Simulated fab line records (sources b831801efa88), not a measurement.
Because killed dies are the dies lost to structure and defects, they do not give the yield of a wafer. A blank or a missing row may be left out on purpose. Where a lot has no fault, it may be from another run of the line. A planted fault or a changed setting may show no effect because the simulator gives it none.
Which of the tools did it? + flow gf180mcu + Sampling: 12 lots, 36 wafers, 4 of 602 route steps

== WHAT EACH GAUGE READ, for each wafer ==
GF_STI_CD_MEAS_12: the cd target is 220 nm.
| lot  | measured    | on        | cd-nm (nm)                          |
|------|-------------|-----------|-------------------------------------|
| L511 | day 2 11:44 | cd-sem-02 | 220.9 221.5 220.9                   |
| L512 | day 2 19:10 | cd-sem-01 | 219.1 219.9 220.5                   |
| L515 | day 3 11:05 | cd-sem-02 | 217.6 217.5 219.0                   |
| L521 | day 4 15:04 | cd-sem-02 | 180.3 180.0 178.3 180.3 179.9 178.3 |
| L524 | day 5 07:59 | cd-sem-02 | 218.7 217.1 217.5                   |
| L525 | day 5 11:44 | cd-sem-02 | 222.4 221.4 220.9                   |
| L526 | day 5 17:22 | cd-sem-01 | 220.8 221.4 219.9                   |
| L527 | day 5 21:52 | cd-sem-01 | 220.2 218.9 220.3                   |
| L529 | day 6 08:49 | cd-sem-01 | 220.4 219.5 220.7                   |
| L530 | day 6 13:35 | cd-sem-01 | 221.7 222.3 221.3                   |
| L531 | day 6 20:14 | cd-sem-01 | 218.9 218.0 218.2                   |
| L532 | day 6 23:19 | cd-sem-01 | 220.2 220.7 219.6                   |

GF_DUAL_GATE_THK_MEAS_03.
| lot  | measured     | on            | DUAL_GATE_OXIDATION_00_THK (nm) |
|------|--------------|---------------|---------------------------------|
| L511 | day 8 10:34  | film-metro-01 | 10.88 10.72 10.80               |
| L512 | day 8 16:21  | film-metro-03 | 10.98 10.97 10.99               |
| L515 | day 9 12:00  | film-metro-02 | 10.55 10.47 10.30               |
| L521 | day 11 04:01 | film-metro-03 | 10.89                           |
| L524 | day 11 23:00 | film-metro-01 | 11.07 10.98 10.96               |
| L525 | day 12 05:51 | film-metro-03 | 10.74 10.49 10.47               |
| L526 | day 12 11:36 | film-metro-03 | 11.14 10.90 10.87               |
| L527 | day 12 16:42 | film-metro-01 | 10.54 10.61 10.74               |
| L529 | day 13 10:49 | film-metro-03 | 10.60 10.59 10.42               |
| L530 | day 13 16:16 | film-metro-02 | 10.79 10.75 11.00               |
| L531 | day 13 23:58 | film-metro-02 | 11.33 11.14 11.02               |
| L532 | day 14 02:47 | film-metro-02 | 10.96 11.01 10.71               |

== EACH LOT AND THE TOOL THAT RAN IT (in order: tool; ch and the chambers of the sampled wafers; start) ==
| lot  | GF_STI_EXPOSE_09                 | GF_VT_IMPLANT_STRIP_31               |
|------|----------------------------------|--------------------------------------|
| L511 | krf-scanner-02 ch 0, day 2 05:46 | plasma-asher-02 ch 0, day 7 14:08    |
| L512 | krf-scanner-01 ch 0, day 2 13:00 | plasma-asher-03 ch 0,1, day 7 19:56  |
| L515 | krf-scanner-01 ch 0, day 3 04:56 | plasma-asher-02 ch 0,1, day 8 16:41  |
| L521 | krf-scanner-02 ch 0, day 4 08:29 | plasma-asher-01 ch 0, day 10 06:50   |
| L524 | krf-scanner-02 ch 0, day 5 00:58 | plasma-asher-03 ch 0,1, day 11 01:53 |
| L525 | krf-scanner-02 ch 0, day 5 04:38 | plasma-asher-02 ch 0,1, day 11 07:50 |
| L526 | krf-scanner-01 ch 0, day 5 10:02 | plasma-asher-02 ch 1, day 11 13:50   |
| L527 | krf-scanner-01 ch 0, day 5 14:34 | plasma-asher-02 ch 0,1, day 11 18:17 |
| L529 | krf-scanner-02 ch 0, day 6 01:47 | plasma-asher-03 ch 0,1, day 12 11:14 |
| L530 | krf-scanner-01 ch 0, day 6 05:55 | plasma-asher-01 ch 0,1, day 12 17:43 |
| L531 | krf-scanner-02 ch 0, day 6 12:34 | plasma-asher-01 ch 0,1, day 13 00:46 |
| L532 | krf-scanner-02 ch 0, day 6 16:37 | plasma-asher-03 ch 0,1, day 13 03:32 |
- GF_STI_EXPOSE_09: exposes mask COMP, target cd 220 nm.
- GF_VT_IMPLANT_STRIP_31: strips in O2/N2.

== WHAT THE TOOLS THEMSELVES READ (means of the sampled wafers that have a number; where no wafer has one, the mark that the record gives instead) ==
GF_STI_EXPOSE_09.
| lot  | tool           | reticle-temp-C (C) |
|------|----------------|--------------------|
| L511 | krf-scanner-02 | 22.97              |
| L512 | krf-scanner-01 | 22.88              |
| L515 | krf-scanner-01 | 22.98              |
| L521 | krf-scanner-02 | 23.07              |
| L524 | krf-scanner-02 | 22.98              |
| L525 | krf-scanner-02 | 22.94              |
| L526 | krf-scanner-01 | 22.85              |
| L527 | krf-scanner-01 | 22.99              |
| L529 | krf-scanner-02 | 23.12              |
| L530 | krf-scanner-01 | 22.98              |
| L531 | krf-scanner-02 | 22.99              |
| L532 | krf-scanner-02 | 22.77              |

GF_VT_IMPLANT_STRIP_31.
| lot  | tool            | drypump-motor-current-A (A) | heater-power-w (W) | oes-product-au (a.u.) | strip-time-to-endpoint-s (s) |
|------|-----------------|-----------------------------|--------------------|-----------------------|------------------------------|
| L511 | plasma-asher-02 | 6.2                         | 346                | 0.714                 | 12.648                       |
| L512 | plasma-asher-03 | 5.9                         | 363                | 0.718                 | 12.608                       |
| L515 | plasma-asher-02 | 5.5                         | 328                | 0.715                 | 12.621                       |
| L521 | plasma-asher-01 | 5.1                         | 398                | 0.719                 | 12.660                       |
| L524 | plasma-asher-03 | 5.9                         | 362                | 0.716                 | 12.627                       |
| L525 | plasma-asher-02 | 5.9                         | 338                | 0.718                 | 12.613                       |
| L526 | plasma-asher-02 | 5.2                         | 320                | 0.716                 | 12.622                       |
| L527 | plasma-asher-02 | 5.9                         | 333                | 0.717                 | 12.610                       |
| L529 | plasma-asher-03 | 5.7                         | 351                | 0.715                 | 12.633                       |
| L530 | plasma-asher-01 | 5.5                         | 355                | 0.720                 | 12.619                       |
| L531 | plasma-asher-01 | 5.3                         | 372                | 0.718                 | 12.630                       |
| L532 | plasma-asher-03 | 5.9                         | 365                | 0.719                 | 12.607                       |

== THE ANSWER, worked out from the rows above alone ==
Rule: what is usual is taken from the lots themselves. Put in order of their means at a reading, lots are off if they are a third of the lots or fewer, leave a main group of 4 or more, and stand apart from it by a gap of 3 or more times the standard deviation of the main group's means; of several such gaps the widest counts. If all means in a main group match to the digits the tables above print for the reading, that group is not used. Also off: a lot with no number at a reading for which 4 or more lots have one. Where the step has rows for the other lots, those lots are counted as sound. First the gauges in route order, then the tools' own readings, where a lot's mean is used as printed above. The first step at which some lot is off is used, and at that step the reading that is off furthest; a lot without a number counts as furthest.
Off at GF_STI_CD_MEAS_12 (cd-nm): L521. Mean 219.9 nm and standard deviation 1.3 in the main group.
If a tool, at a process step before that reading, ran all the lots that are off and no sound lot after the first of them, it fits. Gauges at GF_STI_CD_MEAS_12: tried the same way as those tools. No candidate that was tried fits.

== WHAT THE SIMULATOR HAD INSERTED ==
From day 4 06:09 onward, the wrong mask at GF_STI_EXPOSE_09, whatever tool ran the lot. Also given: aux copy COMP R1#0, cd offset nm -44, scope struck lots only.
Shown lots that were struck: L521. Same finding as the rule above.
